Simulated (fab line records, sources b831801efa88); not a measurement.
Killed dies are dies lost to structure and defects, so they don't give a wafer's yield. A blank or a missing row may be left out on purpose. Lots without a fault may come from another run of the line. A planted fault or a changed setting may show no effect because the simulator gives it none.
A struck lot beside a sound one | flow gf180mcu | 44 steps out of a route of 602
Sound: wafers L827.3, L827.5, L827.6. Struck: wafers L834.1, L834.2, L834.3. The cause comes at the end.
At each step with rows: each side's tool, then ch and its chambers, then its first start. Under that, the readings that differ: sound wafers | struck wafers | difference of the means | sigmas: that difference in standard deviations of wafers without a fault.
alike: readings whose means differ by less than 2 such deviations, and words and numbers that are the same on both sides. not compared: withheld readings, readings that some wafer has no value for, bounds like >300 that may hide the same value, and numbers for which the record gives no deviation and whose values overlap.
The two part at a step that has a row with sigmas, a row that says differs or no value, or rows on one side only. Numbers that don't overlap but have no deviation are shown without sigmas and don't part them. A reading that every wafer of one side lacks parts them only if that side has two wafers or more.

first, 1 step without rows for these wafers: GF_MVSD_IMPLANT_09.
GF_MVSD_STRIP_10: strips in O2/N2.
  sound on plasma_asher-04 ch 0,1, day 7 09:33; struck on plasma_asher-01 ch 0,1, day 8 23:12
  alike: chamber_pressure_mTorr, drypump_motor_current_A, heater_power_w, oes_product_au, strip_time_to_endpoint_s
  not compared: rf_hours_counter_h
GF_MVSD_TW_MEAS_11:
  sound on film_metro-03, day 7 09:38; struck on film_metro-03, day 8 23:18
  alike: MVSD_TW
then, 7 steps without rows for these wafers: GF_MVPSD_DEHYDRATE_00 (time 60 s); GF_MVPSD_HMDS_01 (prime time 60 s); GF_MVPSD_COAT_02 (resist thk 3000 nm); GF_MVPSD_SOFTBAKE_03; GF_MVPSD_EXPOSE_04 (exposes mask MVPSD, target cd 1000 nm); GF_MVPSD_PEB_05; GF_MVPSD_DEVELOP_06 (develop time 60 s).
GF_MVPSD_OVL_MEAS_07:
  sound on overlay-01, day 8 01:10; struck on overlay-02, day 9 17:10
  alike: MVPSD_OVL
then, 1 step without rows for these wafers: GF_MVPSD_IMPLANT_08.
GF_MVPSD_IMPLANT_09:
  sound on implanter-04 ch 0, day 8 01:24; struck on implanter-04 ch 0, day 9 17:21
  reading            | sound                        | struck                        | difference | sigmas
  dose_ions_cm2      | 4.998e+12 4.993e+12 4.99e+12 | 4.555e+12 4.558e+12 4.553e+12 | -4.383e+11 | -81
  faraday_current_uA | 27.9 28.3 28.6               | 26.2 25.4 25.3                | -2.6       | -4
  alike: tilt_deg
GF_MVPSD_STRIP_10: strips in O2/N2.
  sound on plasma_asher-02 ch 0,1, day 8 01:32; struck on plasma_asher-03 ch 0,1, day 9 17:30
  reading            | sound       | struck      | difference | sigmas
  heater_power_w (W) | 374 374 371 | 317 320 323 | -53        | -2
  alike: chamber_pressure_mTorr, drypump_motor_current_A, oes_product_au, strip_time_to_endpoint_s
  not compared: rf_hours_counter_h
GF_MVPSD_TW_MEAS_11:
  sound on film_metro-01, day 8 01:37; struck on film_metro-04, day 9 17:36
  alike: MVPSD_TW
then, 7 steps without rows for these wafers: GF_VT_IMPLANT_DEHYDRATE_00 (time 60 s); GF_VT_IMPLANT_HMDS_01 (prime time 60 s); GF_VT_IMPLANT_COAT_02 (resist thk 1000 nm); GF_VT_IMPLANT_SOFTBAKE_03 (time 60 s); GF_VT_IMPLANT_EXPOSE_04 (exposes mask LVPWELL LV AREA, target cd 600 nm); GF_VT_IMPLANT_PEB_05; GF_VT_IMPLANT_DEVELOP_06 (develop time 60 s).
GF_VT_IMPLANT_OVL_MEAS_07:
  sound on overlay-02, day 8 17:50; struck on overlay-02, day 10 11:22
  alike: VT_IMPLANT_OVL
then, 1 step without rows for these wafers: GF_VT_IMPLANT_IMPLANT_08.
GF_VT_IMPLANT_STRIP_09: strips in O2/N2.
  sound on plasma_asher-02 ch 0,1, day 8 18:03; struck on plasma_asher-01 ch 0,1, day 10 11:33
  alike: chamber_pressure_mTorr, drypump_motor_current_A, heater_power_w, oes_product_au, strip_time_to_endpoint_s
  not compared: rf_hours_counter_h
GF_VT_IMPLANT_TW_MEAS_10:
  sound on film_metro-03, day 8 18:08; struck on film_metro-02, day 10 11:39
  reading       | sound       | struck      | difference | sigmas
  VT_IMPLANT_TW | 569 571 570 | 552 552 551 | -18        | -2
then, 7 steps without rows for these wafers: GF_VT_IMPLANT_DEHYDRATE_11 (time 60 s); GF_VT_IMPLANT_HMDS_12 (prime time 60 s); GF_VT_IMPLANT_COAT_13 (resist thk 1000 nm); GF_VT_IMPLANT_SOFTBAKE_14 (time 60 s); GF_VT_IMPLANT_EXPOSE_15 (exposes mask Nwell LV AREA, target cd 860 nm); GF_VT_IMPLANT_PEB_16; GF_VT_IMPLANT_DEVELOP_17 (develop time 60 s).
GF_VT_IMPLANT_OVL_MEAS_18:
  sound on overlay-01, day 9 11:13; struck on overlay-02, day 11 05:52
  alike: VT_IMPLANT_01_OVL
then, 1 step without rows for these wafers: GF_VT_IMPLANT_IMPLANT_19.
GF_VT_IMPLANT_STRIP_20: strips in O2/N2.
  sound on plasma_asher-01 ch 0,1, day 9 11:26; struck on plasma_asher-01 ch 0,1, day 11 06:03
  alike: chamber_pressure_mTorr, drypump_motor_current_A, heater_power_w, oes_product_au, strip_time_to_endpoint_s
  not compared: rf_hours_counter_h
GF_VT_IMPLANT_TW_MEAS_21:
  sound on film_metro-03, day 9 11:31; struck on film_metro-03, day 11 06:09
  alike: VT_IMPLANT_2_TW
then, 5 steps without rows for these wafers: GF_VT_IMPLANT_DEHYDRATE_22 (time 60 s); GF_VT_IMPLANT_HMDS_23 (prime time 60 s); GF_VT_IMPLANT_COAT_24 (resist thk 986 nm); GF_VT_IMPLANT_SOFTBAKE_25 (time 60 s); GF_VT_IMPLANT_EXPOSE_26 (exposes mask LVPWELL HV AREA, target cd 860 nm).
GF_VT_IMPLANT_RS_MEAS_49: measures by four-point-probe.
  sound on film_metro-04, day 10 23:16; struck on film_metro-04, day 12 21:16
  reading           | sound          | struck         | difference | sigmas
  MVPSD_RS (ohm/sq) | 1172 1169 1167 | 1188 1190 1188 | +19        | +6
-- the record jumps here: 21 days lie between the struck wafers' starts before and after (it left off in module VT_IMPLANT and takes up again in module PASSIVATION, whose first step shown is number 602 of the route) --
GF_PASSIVATION_PROBE_99:
  the record has rows for the struck wafers here (prober-01, day 34 06:14) and none for the sound ones

WHERE THEY PART
First at GF_MVPSD_IMPLANT_09; last, within this record, at GF_PASSIVATION_PROBE_99.

WHY: what the simulator had put in
Process parameter drift: implanter-04, from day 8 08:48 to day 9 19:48, at GF_MVPSD_IMPLANT_09. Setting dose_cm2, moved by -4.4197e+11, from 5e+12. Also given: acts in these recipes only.
